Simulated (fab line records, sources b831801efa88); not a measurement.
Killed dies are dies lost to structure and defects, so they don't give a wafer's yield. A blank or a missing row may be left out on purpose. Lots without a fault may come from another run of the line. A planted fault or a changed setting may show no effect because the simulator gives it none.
Which tool did it? | flow sfq_line | 15 lots, 45 wafers sampled, at 4 steps of a route of 325

WHAT THE GAUGES READ, wafer by wafer
SFQ_I4_BOW_MEAS_927. Usual: I4_BOW 5 um, standard deviation 9.3.
lot  | measured     | on            | I4_BOW (um) | flag
L269 | day 42 00:22 | film_metro-01 | -4 2 0      |
L270 | day 42 13:06 | film_metro-04 | 7 5 0       |
L271 | day 43 11:49 | film_metro-04 | -2 3 14     |
L273 | day 44 17:48 | film_metro-03 | 10 17 21    |
L274 | day 45 08:16 | film_metro-03 | 10 23 21    |
L275 | day 45 20:26 | film_metro-04 | 10 16 11    |
L277 | day 52 07:43 | film_metro-04 | -2 10 -5    |
L278 | day 52 13:44 | film_metro-01 | 2 8 8       |
L280 | day 53 16:11 | film_metro-03 | 23 14 12    |
L282 | day 54 02:28 | film_metro-03 | 11 -1 -1    |
L283 | day 54 04:40 | film_metro-01 | 21 13 21    |
L287 | day 54 13:40 | film_metro-01 | 3 14 5      |
L288 | day 54 16:41 | film_metro-03 | -4 4 4      |
L290 | day 54 20:29 | film_metro-03 | 0 -4 -7     |
L292 | day 55 01:40 | film_metro-03 | 7 1 13      |

SFQ_R5_OVL_MEAS_935. Usual: R5_OVL -3 nm, standard deviation 6.8.
lot  | measured     | on         | R5_OVL (nm) | flag
L269 | day 59 00:04 | overlay-02 | -8 -12 -6   |
L270 | day 60 10:04 | overlay-01 | 6 -6 -2     |
L271 | day 60 11:17 | overlay-01 | -10 -4 0    |
L273 | day 61 01:23 | overlay-02 | 1 4 11      |
L274 | day 62 02:55 | overlay-01 | 5 2 1       |
L275 | day 62 06:14 | overlay-02 | 1 -1 3      |
L277 | day 63 03:03 | overlay-01 | 5 0 3       |
L278 | day 68 00:30 | overlay-01 | -11 0 -12   |
L280 | day 68 21:29 | overlay-02 | -14 -17 -14 |
L282 | day 68 23:52 | overlay-02 | 4 0 0       |
L283 | day 69 02:16 | overlay-02 | -9 -3 -10   |
L287 | day 69 11:16 | overlay-01 | 7 1 2       |
L288 | day 69 12:28 | overlay-01 | -1 -14 -2   |
L290 | day 69 17:16 | overlay-02 | -4 -4 1     |
L292 | day 69 19:40 | overlay-02 | -4 -5 1     |

WHICH TOOL RAN EACH LOT (tool, then ch and the chambers of the sampled wafers, then the start)
lot  | SFQ_TRILAYER_JJ_CE_STRIP_STRIP_120 | SFQ_TRILAYER_A5B_DEP_PECVD_129
L269 | rie_metal-04 ch 0,1, day 54 00:34  | pecvd-04 ch 0,1,2, day 58 17:08
L270 | rie_metal-04 ch 0,1, day 54 15:03  | pecvd-02 ch 0,2, day 59 01:32
L271 | rie_metal-02 ch 0,1, day 55 08:55  | pecvd-03 ch 0,1,2, day 59 16:26
L273 | rie_metal-04 ch 0, day 56 09:55    | pecvd-02 ch 0,1,2, day 60 18:34
L274 | rie_metal-04 ch 1, day 57 00:19    | pecvd-02 ch 0,1,2, day 61 14:14
L275 | rie_metal-04 ch 1, day 57 06:43    | pecvd-04 ch 1,2, day 61 22:38
L277 | rie_metal-01 ch 0,1, day 57 21:36  | pecvd-04 ch 1,2, day 62 20:14
L278 | rie_metal-01 ch 0,1, day 58 01:12  | pecvd-04 ch 0,1,2, day 63 01:53
L280 | rie_metal-02 ch 0,1, day 59 06:30  | pecvd-04 ch 0,1,2, day 64 04:07
L282 | rie_metal-02 ch 0,1, day 59 08:24  | pecvd-02 ch 0,2, day 64 07:44
L283 | rie_metal-01 ch 0, day 59 09:36    | pecvd-04 ch 0,2, day 64 12:10
L287 | rie_metal-01 ch 0,1, day 59 14:24  | pecvd-03 ch 0,1, day 64 18:31
L288 | rie_metal-01 ch 0,1, day 59 15:36  | pecvd-02 ch 1,2, day 64 19:43
L290 | rie_metal-01 ch 1, day 59 18:00    | pecvd-03 ch 1,2, day 65 02:43
L292 | rie_metal-01 ch 0,1, day 59 20:24  | pecvd-03 ch 1,2, day 65 07:31
- SFQ_TRILAYER_JJ_CE_STRIP_STRIP_120: strips in O2.
- SFQ_TRILAYER_A5B_DEP_PECVD_129: deposits SiO2 from SiH4/N2O, time 133.33 s, target thk 600 nm.

WHAT THE TOOLS THEMSELVES READ (means of the sampled wafers that have a number; where no wafer has one, the mark that the record gives instead)
SFQ_TRILAYER_JJ_CE_STRIP_STRIP_120. Usual: drypump_motor_current_A 5.6 A, standard deviation 0.47; oes_product_au 1.003 a.u., standard deviation 0.012.
lot  | tool         | drypump_motor_current_A (A) | oes_product_au (a.u.) | flag
L269 | rie_metal-04 | 6.0                         | 1.003                 |
L270 | rie_metal-04 | 6.0                         | 0.998                 |
L271 | rie_metal-02 | 6.0                         | 1.003                 |
L273 | rie_metal-04 | 6.2                         | 0.976                 |
L274 | rie_metal-04 | 5.7                         | 1.023                 |
L275 | rie_metal-04 | 5.7                         | 1.024                 |
L277 | rie_metal-01 | 5.2                         | 1.004                 |
L278 | rie_metal-01 | 5.2                         | 0.998                 |
L280 | rie_metal-02 | 6.0                         | 1.023                 |
L282 | rie_metal-02 | 6.2                         | 1.001                 |
L283 | rie_metal-01 | 5.0                         | 0.998                 |
L287 | rie_metal-01 | 5.2                         | 0.997                 |
L288 | rie_metal-01 | 5.2                         | 0.999                 |
L290 | rie_metal-01 | 5.6                         | 0.996                 |
L292 | rie_metal-01 | 5.4                         | 0.991                 |

SFQ_TRILAYER_A5B_DEP_PECVD_129. Usual: heater_power_outer_w 34 W, standard deviation 9.1; heater_power_w 91 W, standard deviation 15; rf_fwd_power_W 182.4 W, standard deviation 0.62; throttle_valve_pct 24.5 %, standard deviation 1.2.
lot  | tool     | heater_power_outer_w (W) | heater_power_w (W) | rf_fwd_power_W (W) | throttle_valve_pct (%) | flag
L269 | pecvd-04 | 31                       | 82                 | 182.6              | 24.3                   |
L270 | pecvd-02 | 42                       | 104                | 182.1              | 24.9                   |
L271 | pecvd-03 | 38                       | 99                 | 182.6              | 23.5                   |
L273 | pecvd-02 | 41                       | 100                | 181.7              | 25.1                   |
L274 | pecvd-02 | 42                       | 102                | 182.2              | 25.2                   |
L275 | pecvd-04 | 35                       | 95                 | 182.2              | 23.9                   |
L277 | pecvd-04 | 30                       | 82                 | 182.3              | 24.7                   |
L278 | pecvd-04 | 27                       | 77                 | 172.5              | 24.3                   | OFF
L280 | pecvd-04 | 33                       | 86                 | 172.3              | 24.5                   | OFF
L282 | pecvd-02 | 38                       | 98                 | 182.3              | 26.2                   |
L283 | pecvd-04 | 30                       | 83                 | 172.5              | 24.0                   | OFF
L287 | pecvd-03 | 43                       | 106                | 181.8              | 24.1                   |
L288 | pecvd-02 | 36                       | 90                 | 183.0              | 25.3                   |
L290 | pecvd-03 | 27                       | 89                 | 182.7              | 24.6                   |
L292 | pecvd-03 | 28                       | 90                 | 182.2              | 24.7                   |

THE ANSWER, worked out from the rows above alone
Rule: a lot is off if the mean of its wafers that have a number lies more than 3 standard deviations from the usual mean. A lot without any number at a reading at which 4 lots or more have one is off too. The other lots that the step has rows for count as sound. The gauges are gone through in route order, then the tools' own readings, and for those a lot's mean is taken as printed above. The first step at which some lot is off is used, and at that step the reading that is off furthest; a lot without a number counts as furthest.
Off: L278, L280, L283, at SFQ_TRILAYER_A5B_DEP_PECVD_129 (rf_fwd_power_W).
A tool fits if, at that step or a process step before it, it ran every lot that is off, and no sound lot after the first of them. One fits: pecvd-04 at SFQ_TRILAYER_A5B_DEP_PECVD_129. Its last sound lot is L277 (day 62 20:14), its first lot that is off L278 (day 63 01:53): a fault that began between those two fits.
The tool's own readings at SFQ_TRILAYER_A5B_DEP_PECVD_129 bear it out: on the lots that are off they differ by more than 5 times the standard deviation of the sound lots' means. rf_fwd_power_W reads 172.4 W there against 182.3 W on the sound lots.

WHAT THE SIMULATOR HAD PUT IN
Process parameter drift: pecvd-04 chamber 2, from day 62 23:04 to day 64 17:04, at SFQ_TRILAYER_A5B_DEP_PECVD_129. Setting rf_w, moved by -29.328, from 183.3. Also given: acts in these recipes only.
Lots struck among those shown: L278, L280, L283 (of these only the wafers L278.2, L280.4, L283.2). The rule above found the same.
